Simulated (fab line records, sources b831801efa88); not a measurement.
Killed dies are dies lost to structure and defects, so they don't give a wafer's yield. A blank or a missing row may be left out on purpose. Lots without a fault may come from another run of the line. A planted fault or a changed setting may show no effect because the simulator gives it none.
fab line records | flow sky130
record lots=5 wafers=15 last_day=51
route steps=708 shown METAL4@621 PAD_OPEN@708
lots that met no fault: from a run of the same line without faults
start_h: hours from the record's first day to the start of the lot's first wafer shown | wait_h: hours since the lot's step before | " the same as in the row above | L1.1+2: a row that stands for several wafers | - no value, or no start given | * or withheld: withheld | < > ~ a bound
route shown NAME@n: a module of which the file shows steps, and the number in the route of the first | usual: mean/standard deviation of fault-free wafers | same: alike in all rows | chamber/n: place in a boat | sites: the reading at each site | _std_site: their standard deviation | _edge_site: outer sites' mean less inner sites' | radius_mm: how far each site lies from the wafer's centre | mask NAME#n: copy n | behind: the tool/chamber that last shaped the wafer | hold: why the lot was held/for how many hours/how that ended | device: the transistor (n, p or np) that didn't switch | end of line: the same wafers' tests at the end of the route | a step without rows: its recipe alone | killed: dies lost to structure and defects at the first sort, not the wafer's yield | map: a wafer's dies, x killed, . not, _ none there
set.NAME: the setting as run; set.NAME@STEP: as run at that earlier step | model.NAME: the simulator's own value behind a step, which no gauge read
lots at some steps of the route; a table a step, a row a wafer
services: from which hour (start_h, from the record's first day; less than 0 if before it) a tool's chamber was out of use, for how many hours, and why
## steps
# step SKY_METAL4_DEHYDRATE_05
# recipe temp_c=200 time_s=60
# step SKY_METAL4_HMDS_06
# recipe prime_time_s=60 prime_temp_c=120
# step SKY_METAL4_COAT_07
# recipe resist=BARC temp_c=withheld time_s=withheld spin_rpm=3000 resist_thk_nm=60
# step SKY_METAL4_COAT_08
# recipe resist=KrF-thick spin_rpm=3000 resist_thk_nm=1140
# step SKY_METAL4_SOFTBAKE_09
# recipe temp_c=100 time_s=90 resist=KrF-thick
# step SKY_METAL4_EXPOSE_10
# recipe mask_id=MM4 na=0.68 source_shape=annular sigma_inner=0.4 sigma_outer=0.8 target_cd_nm=300 dose_mj=28
# step SKY_METAL4_PEB_11
# recipe peb_temp_c=withheld peb_time_s=withheld resist=KrF-thick
# step SKY_METAL4_DEVELOP_12
# recipe develop_time_s=60 resist=KrF-thick dev_temp_c=21
# step SKY_METAL4_CD_MEAS_13
# recipe target_cd_nm=300
# usual cd_nm=299.6/1.2
# columns lot.wafer tool chamber start_h wait_h cd_nm
L792.3 cd_sem-02 - 999.73 - 297.9
L792.5 " - " " 298.4
L792.6 " - " " 299.4
L800.2 cd_sem-02 - 1029.76 - 298.5
L800.3 " - " " 299.0
L800.5 " - " " 299.6
L801.1 cd_sem-02 - 1033.84 - 298.6
L801.2 " - " " 298.6
L801.3 " - " " 297.8
L808.1 cd_sem-01 - 1137.13 - 298.2
L808.2 " - " " 299.0
L808.3 " - " " 297.6
L814.3 cd_sem-01 - 1141.28 - 299.8
L814.4 " - " " 299.0
L814.5 " - " " 299.3
# step SKY_METAL4_OVL_MEAS_14
# usual METAL4_OVL=-1/5.6
# columns lot.wafer tool chamber start_h wait_h METAL4_OVL[nm]
L792.3 overlay-02 - 999.82 0.1 -3
L792.5 " - " " 0
L792.6 " - " " 4
L800.2 overlay-02 - 1029.86 0.1 7
L800.3 " - " " 2
L800.5 " - " " 3
L801.1 overlay-02 - 1033.96 0.1 2
L801.2 " - " " 3
L801.3 " - " " -3
L808.1 overlay-01 - 1137.25 0.1 -1
L808.2 " - " " -8
L808.3 " - " " 0
L814.3 overlay-02 - 1141.37 0.1 -12
L814.4 " - " " -3
L814.5 " - " " -9
# step SKY_METAL4_DESCUM_15
# recipe chemistry=O2 source_power_w=150 bias_power_w=0 pressure_mtorr=10 temp_c=40 time_s=8
# usual drypump_motor_current_A=5.7/0.64 oes_product_au=0.997/0.0087
# columns lot.wafer tool chamber start_h wait_h drypump_motor_current_A oes_product_au rf_hours_counter_h
L792.3 rie_metal-04 1 999.85 0.0 6.2 0.985 -
L792.5 " 0 " " 4.6 0.988 -
L792.6 " 1 " " 6.2 0.986 -
L800.2 rie_metal-01 0 1029.89 0.0 6.2 1.000 14
L800.3 " 1 " " 5.7 1.007 -
L800.5 " 1 " " 5.7 1.003 -
L801.1 rie_metal-01 0 1033.99 0.0 6.3 1.005 14
L801.2 " 1 " " 5.8 1.002 6
L801.3 " 1 " " 5.8 0.993 -
L808.1 rie_metal-01 1 1137.29 0.0 5.7 0.995 11
L808.2 " 0 " " 6.2 0.990 23
L808.3 " 0 " " 6.3 0.993 -
L814.3 rie_metal-01 1 1141.40 0.0 5.8 1.009 -
L814.4 " 0 " " 6.3 0.996 -
L814.5 " 0 " " 6.3 1.001 -
# step SKY_METAL4_ETCH_16
# recipe chemistry=N2/H2 target=BARC ion_energy_ev=200 bias_w=100 pressure_mtorr=30 n2_flow_sccm=100 h2_flow_sccm=200 icp_w=500 stop_on=SiO2 time_s=88.2 target_depth_a=600
# usual drypump_motor_current_A=5.7/0.64 oes_product_au=0.626/0.0047 throttle_valve_pct=13.205/0.0088
# columns lot.wafer tool chamber start_h wait_h drypump_motor_current_A oes_product_au rf_hours_counter_h throttle_valve_pct
L792.3 rie_metal-04 1 999.91 0.0 6.2 0.617 - 13.211
L792.5 " 0 " " 4.6 0.625 - 13.210
L792.6 " 1 " " 6.2 0.627 - 13.199
L800.2 rie_metal-01 0 1029.92 0.0 6.3 0.617 14 13.213
L800.3 " 1 " " 5.8 0.617 - 13.196
L800.5 " 1 " " 5.8 0.639 - 13.197
L801.1 rie_metal-01 0 1034.03 0.0 6.3 0.629 14 13.196
L801.2 " 1 " " 5.8 0.620 6 13.195
L801.3 " 1 " " 5.8 0.623 - 13.200
L808.1 rie_metal-01 1 1137.32 0.0 5.8 0.631 11 13.210
L808.2 " 0 " " 6.3 0.625 23 13.202
L808.3 " 0 " " 6.2 0.621 - 13.211
L814.3 rie_metal-01 1 1141.46 0.0 5.8 0.629 - 13.204
L814.4 " 0 " " 6.2 0.629 - 13.208
L814.5 " 0 " " 6.3 0.623 - 13.213
# step SKY_METAL4_ETCH_17
# recipe target=SiO2 stop_on=TiN chemistry=C4F8/O2/Ar source_w=1500 bias_w=1200 pressure_mtorr=40 c4f8_flow_sccm=withheld O2_flow_sccm=6 Ar_flow_sccm=300 time_s=3.9 target_depth_a=150
# usual oes_product_au=0.753/0.0072
# columns lot.wafer tool chamber start_h wait_h oes_product_au rf_hours_counter_h
L792.3 rie_diel-03 1 999.97 0.0 0.749 14
L792.5 " 1 " " 0.754 -
L792.6 " 2 " " 0.750 -
L800.2 rie_diel-02 3 1030.02 0.1 0.755 7
L800.3 " 1 " " 0.736 19
L800.5 " 2 " " 0.749 -
L801.1 rie_diel-01 3 1034.12 0.1 0.754 10
L801.2 " 0 " " 0.755 16
L801.3 " 1 " " 0.753 22
L808.1 rie_diel-02 1 1137.42 0.1 0.810 22
L808.2 " 0 " " 0.740 20
L808.3 " 2 " " 0.749 24
L814.3 rie_diel-01 2 1141.52 0.0 0.760 13
L814.4 " 0 " " 0.749 20
L814.5 " 3 " " 0.758 -
# step SKY_METAL4_METAL_ETCH_18
# recipe target_depth_a=8450 stop_on=SiO2 over_etch_frac=0.3 time_s=183.1 chemistry=Cl2/BCl3 resist_sidewall_deg=88 pressure_mtorr=10 icp_w=900 bias_w=48.5 Cl2_flow_sccm=60 bcl3_flow_sccm=30
# usual drypump_motor_current_A=5.9/0.5 oes_product_au=0.866/0.0063 throttle_valve_pct=22.264/0.0089
# columns lot.wafer tool chamber start_h wait_h drypump_motor_current_A oes_product_au rf_hours_counter_h throttle_valve_pct
L792.3 rie_metal-02 0 1000.05 0.1 5.7 0.865 - 22.270
L792.5 " 1 " " 6.2 0.859 - 22.244
L792.6 " 0 " " 5.7 0.859 - 22.270
L800.2 rie_metal-02 1 1030.04 0.0 6.2 0.869 16 22.272
L800.3 " 1 " " 6.2 0.871 - 22.251
L800.5 " 0 " " 5.7 0.861 - 22.262
L801.1 rie_metal-04 1 1034.14 0.0 6.1 0.863 12 22.271
L801.2 " 0 " " 4.6 0.868 6 22.261
L801.3 " 1 " " 6.2 0.861 - 22.266
L808.1 rie_metal-02 1 1137.44 0.0 6.3 0.863 24 22.267
L808.2 " 0 " " 5.7 0.869 21 22.255
L808.3 " 1 " " 6.3 0.864 - 22.262
L814.3 rie_metal-02 1 1141.60 0.1 6.2 0.869 - 22.273
L814.4 " 0 " " 5.7 0.870 - 22.270
L814.5 " 1 " " 6.3 0.853 - 22.269
# step SKY_PAD_OPEN_PROBE_99
# usual defect_limited_yield=82.5/2 killed_at_M0_to_M3=42/7.3 killed_at_M4_up=3.4/2 killed_at_contacts=24/5.6 killed_at_front_end=16/4.5 killed_at_other=0.2/0.51 killed_dies=86/9.8 killed_open=46/7 killed_short=40/6.7 sort_bin_3_pad_short=0.9/0.42 sort_bin_5_function=10.3/1.5 sort_bin_6_memory=6.3/1.3 sort_n_pass=406/9.8 sort_yield_pct=82.5/2
# same gross_dies=492 killed_at_back_side=0 sort_bin_4_leakage[%]=0 sort_bin_8_speed[%]=0
# columns lot.wafer tool chamber start_h wait_h defect_limited_yield[%] killed_at_M0_to_M3 killed_at_M4_up killed_at_contacts killed_at_front_end killed_at_other killed_dies killed_open killed_short sort_bin_3_pad_short[%] sort_bin_5_function[%] sort_bin_6_memory[%] sort_n_pass sort_yield_pct[%]
L792.3 prober-01 - 1100.05 0.2 86.0 34 1 20 14 0 69 44 24 0.6 8.7 4.7 423 86.0
L792.5 prober-01 - 1100.15 0.2 82.3 49 5 23 10 0 87 45 41 0.8 11.2 5.7 405 82.3
L792.6 prober-01 - 1100.20 0.2 84.8 42 5 17 11 0 75 44 31 0.8 10.4 4.1 417 84.8
L800.2 prober-02 - 1125.29 0.1 80.5 50 5 21 19 1 96 52 43 1.0 10.0 8.5 396 80.5
L800.3 prober-02 - 1125.34 0.2 84.1 33 6 23 16 0 78 37 41 1.2 8.9 5.7 414 84.1
L800.5 prober-02 - 1125.44 0.2 85.6 28 4 21 18 0 71 35 36 0.8 7.9 5.7 421 85.6
L801.1 prober-01 - 1127.80 0.1 83.7 42 3 21 13 1 80 41 39 0.8 8.5 6.9 412 83.7
L801.2 prober-01 - 1127.85 0.1 80.5 37 3 25 31 0 96 49 46 0.8 12.0 6.7 396 80.5
L801.3 prober-01 - 1127.90 0.2 82.1 44 0 21 22 1 88 42 45 1.6 7.9 8.3 404 82.1
L808.1 prober-01 - 1213.86 0.1 84.3 43 4 21 9 0 77 46 31 0.4 8.1 7.1 415 84.3
L808.2 prober-01 - 1213.91 0.1 83.5 34 2 30 15 0 81 50 31 0.6 10.2 5.7 411 83.5
L808.3 prober-01 - 1213.96 0.2 80.3 46 4 29 18 0 97 49 48 1.8 12.6 5.3 395 80.3
L814.3 prober-02 - 1218.38 0.2 81.3 42 0 28 22 0 92 55 37 1.2 11.4 6.1 400 81.3
L814.4 prober-02 - 1218.43 0.2 82.5 43 8 21 14 0 86 51 35 0.6 10.4 6.5 406 82.5
L814.5 prober-02 - 1218.48 0.2 81.5 43 1 32 13 2 91 41 50 1.0 10.8 6.7 401 81.5
# killed by level:class
L792.3 VIA1:geometric_particle:open=9 LI_CONTACT:geometric_particle:open=6 LOCAL_INTERCONNECT:geometric_particle:short=6 POLY_GATE:geometric_particle:open=5 VIA3:geometric_particle:open=5 METAL1:geometric_particle:short=4 CONTACT:geometric_particle:open=4 METAL1:geometric_particle:open=4
L792.5 VIA1:geometric_particle:open=12 LI_CONTACT:geometric_particle:open=9 VIA3:geometric_particle:open=9 CONTACT:geometric_particle:open=5 METAL1:geometric_particle:short=5 METAL2:geometric_particle:short=4 VIA2:geometric_particle:short=4 VIA3:geometric_particle:short=4
L792.6 VIA3:geometric_particle:open=9 VIA1:geometric_particle:open=8 VIA1:geometric_particle:short=5 POLY_GATE:geometric_particle:short=4 LI_CONTACT:geometric_particle:open=4 CONTACT:geometric_particle:open=4 METAL2:geometric_particle:open=4 VIA2:geometric_particle:open=4
L800.2 CONTACT:geometric_particle:open=10 VIA1:geometric_particle:open=10 FIELD_ISO:geometric_particle:open=7 VIA2:geometric_particle:open=7 METAL1:geometric_particle:short=6 VIA3:geometric_particle:open=6 VIA1:geometric_particle:short=5 METAL3:geometric_particle:short=4
L800.3 VIA1:geometric_particle:open=9 CONTACT:geometric_particle:short=7 CONTACT:geometric_particle:open=7 METAL4:geometric_particle:short=6 FIELD_ISO:geometric_particle:short=4 FIELD_ISO:geometric_particle:open=4 LI_CONTACT:geometric_particle:open=4 VIA2:geometric_particle:open=4
L800.5 CONTACT:geometric_particle:open=10 FIELD_ISO:geometric_particle:short=6 VIA1:geometric_particle:open=6 LOCAL_INTERCONNECT:geometric_particle:short=5 VIA3:geometric_particle:short=5 METAL1:geometric_particle:short=4 FIELD_ISO:geometric_particle:open=4 POLY_GATE:geometric_particle:short=3
L801.1 VIA3:geometric_particle:open=11 VIA1:geometric_particle:open=8 LI_CONTACT:geometric_particle:short=7 CONTACT:geometric_particle:open=7 METAL2:geometric_particle:short=5 FIELD_ISO:geometric_particle:short=4 CONTACT:geometric_particle:short=4 FIELD_ISO:geometric_particle:open=3
L801.2 VIA1:geometric_particle:open=11 LI_CONTACT:geometric_particle:open=8 FIELD_ISO:geometric_particle:open=7 METAL2:geometric_particle:short=7 FIELD_ISO:geometric_particle:short=6 CONTACT:geometric_particle:short=6 CONTACT:geometric_particle:open=6 POLY_GATE:geometric_particle:short=5
L801.3 VIA2:geometric_particle:open=12 FIELD_ISO:geometric_particle:short=6 LI_CONTACT:geometric_particle:open=6 METAL1:geometric_particle:short=6 POLY_GATE:geometric_particle:short=5 LOCAL_INTERCONNECT:geometric_particle:short=5 CONTACT:geometric_particle:open=5 VIA2:geometric_particle:short=5
L808.1 VIA2:geometric_particle:open=11 VIA1:geometric_particle:open=10 CONTACT:geometric_particle:open=9 FIELD_ISO:geometric_particle:short=4 VIA3:geometric_particle:open=4 METAL1:geometric_particle:short=4 LI_CONTACT:geometric_particle:short=3 LI_CONTACT:geometric_particle:open=3
L808.2 CONTACT:geometric_particle:open=12 POLY_GATE:geometric_particle:open=7 LI_CONTACT:geometric_particle:open=7 METAL2:geometric_particle:short=7 VIA2:geometric_particle:open=7 CONTACT:geometric_particle:short=5 VIA1:geometric_particle:open=5 METAL1:geometric_particle:short=4
L808.3 LI_CONTACT:geometric_particle:open=10 METAL2:geometric_particle:short=9 CONTACT:geometric_particle:open=9 VIA1:geometric_particle:open=7 POLY_GATE:geometric_particle:short=6 METAL1:geometric_particle:short=6 LOCAL_INTERCONNECT:geometric_particle:short=5 VIA3:geometric_particle:open=5
L814.3 VIA3:geometric_particle:open=9 VIA1:geometric_particle:open=9 LI_CONTACT:geometric_particle:open=8 CONTACT:geometric_particle:open=8 VIA1:geometric_particle:short=8 POLY_GATE:geometric_particle:open=7 METAL2:geometric_particle:short=6 POLY_GATE:geometric_particle:short=5
L814.4 VIA1:geometric_particle:open=10 FIELD_ISO:geometric_particle:open=7 LI_CONTACT:geometric_particle:open=7 VIA3:geometric_particle:open=7 VIA2:geometric_particle:open=6 LOCAL_INTERCONNECT:geometric_particle:short=5 METAL4:geometric_particle:short=5 METAL1:geometric_particle:short=4
L814.5 LI_CONTACT:geometric_particle:open=8 VIA1:geometric_particle:short=7 LOCAL_INTERCONNECT:geometric_particle:short=7 CONTACT:geometric_particle:open=7 CONTACT:geometric_particle:short=7 VIA1:geometric_particle:open=7 METAL1:geometric_particle:short=5 POLY_GATE:geometric_particle:open=4
## services
# columns tool chamber start_h hours kind
rie_diel-02 2 977.89 4.7 repair
rie_diel-01 - 1009.17 0.5 repair
rie_metal-01 - 1013.48 0.5 repair
rie_metal-02 1 1015.54 14.1 repair
rie_diel-02 3 1025.58 2.5 repair
rie_diel-02 1 1033.53 4.3 repair
rie_diel-02 1 1046.80 2.8 repair
rie_metal-04 0 1062.89 6.8 repair
rie_diel-02 1 1068.18 8.5 repair
rie_diel-01 1 1070.08 - clean
rie_diel-01 1 1070.08 18.7 scheduled_down
rie_diel-01 1 1070.08 18.7 vent_cycle
rie_metal-01 1 1113.66 22.3 repair
## key
first_sign step=SKY_METAL4_ETCH_17 reading=oes_product_au direction=up sigmas=8 usual=0.753 struck=0.810
effect none on later readings
met_at SKY_METAL4_ETCH_17
struck_wafers L808.1
onset_between 1030.02 1137.42
fault kind=process_parameter_drift tool=rie_diel-02 chamber=1 onset_h=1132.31 steps=SKY_METAL4_ETCH_17 channel=time_s offset=* shape=step end_h=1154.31 acts_in=* stated=*
